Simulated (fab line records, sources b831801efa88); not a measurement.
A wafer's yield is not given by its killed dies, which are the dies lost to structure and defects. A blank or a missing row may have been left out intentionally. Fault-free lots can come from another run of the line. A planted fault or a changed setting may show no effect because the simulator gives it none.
Matching of chambers / flow gf180mcu / 3 sister chambers for GF_V2_CVD_02 on pecvd-03
The step deposits SiO2 from TEOS, target thk 850 nm, time 94.851 s. 3 wafers are shown with their chamber, then 8 later ones without.

== WAFERS WITH THEIR CHAMBER ==
wafer=L089.1; chamber=0; heater-power-w (W)=575
wafer=L089.3; chamber=1; heater-power-w (W)=574
wafer=L090.3; chamber=2; heater-power-w (W)=780

== WAFERS WHOSE CHAMBER IS MISSING ==
wafer=L090.4; heater-power-w (W)=623
wafer=L090.6; heater-power-w (W)=538
wafer=L093.3; heater-power-w (W)=726
wafer=L093.4; heater-power-w (W)=611
wafer=L093.6; heater-power-w (W)=746
wafer=L097.3; heater-power-w (W)=720
wafer=L097.5; heater-power-w (W)=761
wafer=L097.6; heater-power-w (W)=570

== WHICH CHAMBER EACH WENT THROUGH ==
wafer=L090.4; from the rows above=can't be placed: 0 or 1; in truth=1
wafer=L090.6; from the rows above=can't be placed: 1 or 0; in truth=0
wafer=L093.3; from the rows above=2; in truth=2
wafer=L093.4; from the rows above=can't be placed: 0 or 1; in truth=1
wafer=L093.6; from the rows above=2; in truth=2
wafer=L097.3; from the rows above=2; in truth=2
wafer=L097.5; from the rows above=2; in truth=2
wafer=L097.6; from the rows above=can't be placed: 1 or 0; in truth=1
Correct placement for 4 of the 8. These rows do not allow placing 4 (true chamber among the candidates in 4). 0 placed wrongly.
How it was worked out, from the rows above alone: a wafer's distance from a chamber is the root of the sum, over the readings, of the square of ((its reading less the chamber's mean) divided by the reading's scatter). The wafer belongs to the nearest chamber; if the next one is less than 2 further off, it can't be placed. Each chamber's mean is taken over the wafers shown for it. The scatter: with one shown wafer a chamber, the root of the mean of the squares of how far each hidden wafer lies from its nearest shown one.
